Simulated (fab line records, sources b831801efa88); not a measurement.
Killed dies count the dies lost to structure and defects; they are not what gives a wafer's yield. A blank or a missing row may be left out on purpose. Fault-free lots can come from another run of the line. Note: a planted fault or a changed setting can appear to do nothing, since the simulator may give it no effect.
What tool caused it?    flow sky130    18 wafers from 6 lots sampled at 2 of the route's 708 steps

WHAT THE GAUGES READ, wafer by wafer
SKY_LDD_HVN_TW_MEAS_10.
lot   measured      on             LDD_HVN_TW
L735  day 21 10:49  film_metro-03  1443 1449 1449
L737  day 22 08:46  film_metro-04  1457 1461 1440
L740  day 23 05:34  film_metro-01  1381 1372 1377
L747  day 25 14:25  film_metro-01  1451 1457 1453
L752  day 27 15:40  film_metro-03  1437 1435 1440
L754  day 28 11:53  film_metro-03  1445 1450 1455

EACH LOT AND THE TOOL THAT RAN IT (in order: tool; ch and the chambers of the sampled wafers; start)
lot   SKY_LDD_HVN_IMPLANT_08
L735  implanter-02 ch 0, day 21 10:34
L737  implanter-02 ch 0, day 22 08:31
L740  implanter-04 ch 0, day 23 05:19
L747  implanter-03 ch 0, day 25 14:10
L752  implanter-04 ch 0, day 27 15:25
L754  implanter-04 ch 0, day 28 11:38
- SKY_LDD_HVN_IMPLANT_08

THE ANSWER, worked out from the rows above alone
Rule: what is usual is taken from the lots themselves. Put in order of their means at a reading, lots are off if they are a third of the lots or fewer, leave a main group of 4 or more, and stand apart from it by a gap of 3 or more times the standard deviation of the main group's means; of several such gaps the widest counts. A main group is skipped when, at the precision printed for the reading in the tables above, its means are all equal. A lot without any number at a reading at which 4 lots or more have one is off too. Where the step has rows for the other lots, those lots are counted as sound.
Off: L740, at SKY_LDD_HVN_TW_MEAS_10 (LDD_HVN_TW). The main group has a mean of 1448 with a standard deviation of 5.9.
If a tool, at a process step before that reading, ran all the lots that are off and no sound lot after the first of them, it fits. The gauges at SKY_LDD_HVN_TW_MEAS_10 are tried like those tools. No candidate that was tried fits.

WHAT HAD BEEN PUT IN BY THE SIMULATOR
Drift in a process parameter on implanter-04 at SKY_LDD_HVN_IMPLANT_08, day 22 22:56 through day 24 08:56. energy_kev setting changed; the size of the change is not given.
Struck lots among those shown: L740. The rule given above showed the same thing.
